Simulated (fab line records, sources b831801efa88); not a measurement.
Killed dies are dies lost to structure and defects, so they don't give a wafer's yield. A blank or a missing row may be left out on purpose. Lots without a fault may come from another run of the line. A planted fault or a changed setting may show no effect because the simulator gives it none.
Which tool did it? | flow sky130 | 12 lots, 35 wafers sampled, at 5 steps of a route of 708

WHAT THE GAUGES READ, wafer by wafer
SKY_VIA1_THK_MEAS_01.
lot  | measured     | on            | VIA1_HDPCVD_THK (nm)
L110 | day 32 23:29 | film_metro-03 | 1024 1021 1012
L111 | day 33 16:25 | film_metro-04 | 1027 1018 1020
L115 | day 34 23:26 | film_metro-02 | 1037 1450 1448
L116 | day 35 06:35 | film_metro-03 | 1029 1447
L124 | day 37 17:25 | film_metro-03 | 1034 1033 1031
L123 | day 37 17:29 | film_metro-04 | 1040 1040 1038
L125 | day 37 23:32 | film_metro-04 | 1021 1028 1038
L126 | day 38 08:43 | film_metro-03 | 1036 1048 1049
L127 | day 38 19:05 | film_metro-04 | 1034 1041 1026
L128 | day 38 22:50 | film_metro-02 | 1040 1037 1035
L130 | day 39 13:57 | film_metro-02 | 1047 1044 1043
L131 | day 39 21:07 | film_metro-03 | 1044 1025 1037

SKY_VIA1_CD_MEAS_12: target cd 150 nm.
lot  | measured     | on        | cd_nm (nm)
L110 | day 34 02:02 | cd_sem-02 | 149.5 151.5 150.4
L111 | day 34 18:47 | cd_sem-02 | 148.3 147.6 149.2
L115 | day 36 01:35 | cd_sem-01 | 148.5 148.8 148.6
L116 | day 36 09:05 | cd_sem-01 | 153.3 150.9
L124 | day 38 19:32 | cd_sem-02 | 150.1 150.6 149.9
L123 | day 38 19:48 | cd_sem-01 | 149.9 148.8 148.7
L125 | day 39 01:09 | cd_sem-01 | 149.2 148.9 149.4
L126 | day 39 10:39 | cd_sem-02 | 150.4 151.9 151.4
L127 | day 39 19:53 | cd_sem-02 | 151.4 150.6 150.8
L128 | day 40 00:19 | cd_sem-01 | 150.3 149.2 149.4
L130 | day 40 14:36 | cd_sem-01 | 154.6 153.0 152.8
L131 | day 40 21:40 | cd_sem-02 | 150.5 149.7 150.0

WHICH TOOL RAN EACH LOT (tool, then ch and the chambers of the sampled wafers, then the start)
lot  | SKY_METAL1_SPUTTER_03        | SKY_METAL1_DESCUM_17              | SKY_VIA1_HDPCVD_00
L110 | pvd_sputter-03, day 31 19:02 | rie_metal-02 ch 0,1, day 32 22:33 | hdpcvd-01 ch 0,1,2, day 32 23:22
L111 | pvd_sputter-04, day 32 12:29 | rie_metal-01 ch 0,1, day 33 15:31 | hdpcvd-01 ch 1,2, day 33 16:17
L115 | pvd_sputter-04, day 33 19:27 | rie_metal-01 ch 0,1, day 34 22:32 | hdpcvd-02 ch 0,1,2, day 34 23:19
L116 | pvd_sputter-01, day 34 03:14 | rie_metal-03 ch 0,1, day 35 05:41 | hdpcvd-02 ch 0,2, day 35 06:29
L124 | pvd_sputter-03, day 36 13:17 | rie_metal-03 ch 1, day 37 15:50   | hdpcvd-02 ch 0,1,2, day 37 17:18
L123 | pvd_sputter-04, day 36 13:59 | rie_metal-01 ch 0,1, day 37 16:35 | hdpcvd-01 ch 1,2, day 37 17:23
L125 | pvd_sputter-04, day 36 20:11 | rie_metal-01 ch 0,1, day 37 22:14 | hdpcvd-02 ch 0,2, day 37 23:26
L126 | pvd_sputter-03, day 37 06:38 | rie_metal-03 ch 1, day 38 07:39   | hdpcvd-02 ch 0,1, day 38 08:37
L127 | pvd_sputter-03, day 37 16:26 | rie_metal-02 ch 0,1, day 38 18:10 | hdpcvd-02 ch 0,1, day 38 18:58
L128 | pvd_sputter-03, day 37 20:34 | rie_metal-03 ch 0,1, day 38 21:53 | hdpcvd-01 ch 0,1, day 38 22:43
L130 | pvd_sputter-03, day 38 11:59 | rie_metal-03 ch 0,1, day 39 13:01 | hdpcvd-02 ch 0,1,2, day 39 13:52
L131 | pvd_sputter-04, day 38 19:01 | rie_metal-02 ch 0, day 39 20:00   | hdpcvd-02 ch 0,1, day 39 20:59
- SKY_METAL1_SPUTTER_03: material Ti, target thk 5 nm, time 3.3 s.
- SKY_METAL1_DESCUM_17: chemistry O2, time 8 s.
- SKY_VIA1_HDPCVD_00: deposits SiO2, target thk 1030 nm, time 171.7 s.

WHAT THE TOOLS THEMSELVES READ (means of the sampled wafers that have a number; where no wafer has one, the mark that the record gives instead)
SKY_METAL1_SPUTTER_03.
lot  | tool           | throttle_valve_pct (%)
L110 | pvd_sputter-03 | 29.8
L111 | pvd_sputter-04 | 29.4
L115 | pvd_sputter-04 | 30.0
L116 | pvd_sputter-01 | 30.8
L124 | pvd_sputter-03 | 29.5
L123 | pvd_sputter-04 | 30.2
L125 | pvd_sputter-04 | 29.9
L126 | pvd_sputter-03 | 29.9
L127 | pvd_sputter-03 | 29.8
L128 | pvd_sputter-03 | 29.7
L130 | pvd_sputter-03 | 29.7
L131 | pvd_sputter-04 | 30.1

SKY_METAL1_DESCUM_17.
lot  | tool         | chamber_pressure_mTorr (mTorr) | drypump_motor_current_A (A) | oes_product_au (a.u.) | rf_fwd_power_W (W)
L110 | rie_metal-02 | 10.003                         | 5.40                        | 0.992                 | 147.1
L111 | rie_metal-01 | 10.007                         | 5.70                        | 0.993                 | 147.1
L115 | rie_metal-01 | 10.004                         | 5.77                        | 0.996                 | 147.2
L116 | rie_metal-03 | 10.006                         | 5.81                        | 1.014                 | 148.3
L124 | rie_metal-03 | 10.010                         | 5.79                        | 1.002                 | 148.3
L123 | rie_metal-01 | 9.999                          | 5.80                        | 1.003                 | 147.8
L125 | rie_metal-01 | 10.006                         | 5.67                        | 1.004                 | 146.7
L126 | rie_metal-03 | 9.995                          | 5.79                        | 1.003                 | 147.3
L127 | rie_metal-02 | 9.995                          | 5.58                        | 0.994                 | 146.3
L128 | rie_metal-03 | 9.998                          | 5.79                        | 1.004                 | 148.7
L130 | rie_metal-03 | 9.990                          | 5.81                        | 1.002                 | 148.3
L131 | rie_metal-02 | 10.002                         | 5.16                        | 1.008                 | 147.8

THE ANSWER, worked out from the rows above alone
Rule: what is usual is taken from the lots themselves. Put in order of their means at a reading, lots are off if they are a third of the lots or fewer, leave a main group of 4 or more, and stand apart from it by a gap of 3 or more times the standard deviation of the main group's means; of several such gaps the widest counts. A main group whose means are all the same, to the digits that the tables above print for the reading, isn't used. A lot without any number at a reading at which 4 lots or more have one is off too. The other lots that the step has rows for count as sound. The gauges are gone through in route order, then the tools' own readings, and for those a lot's mean is taken as printed above. The first step at which some lot is off is used, and at that step the reading that is off furthest; a lot without a number counts as furthest.
Off: L115, L116, at SKY_VIA1_THK_MEAS_01 (VIA1_HDPCVD_THK). The main group: mean 1034 nm, standard deviation 8.2.
A tool fits if, at a process step before that reading, it ran every lot that is off, and no sound lot after the first of them. The gauges at SKY_VIA1_THK_MEAS_01 are tried like those tools. None of those tried fits.

WHAT THE SIMULATOR HAD PUT IN
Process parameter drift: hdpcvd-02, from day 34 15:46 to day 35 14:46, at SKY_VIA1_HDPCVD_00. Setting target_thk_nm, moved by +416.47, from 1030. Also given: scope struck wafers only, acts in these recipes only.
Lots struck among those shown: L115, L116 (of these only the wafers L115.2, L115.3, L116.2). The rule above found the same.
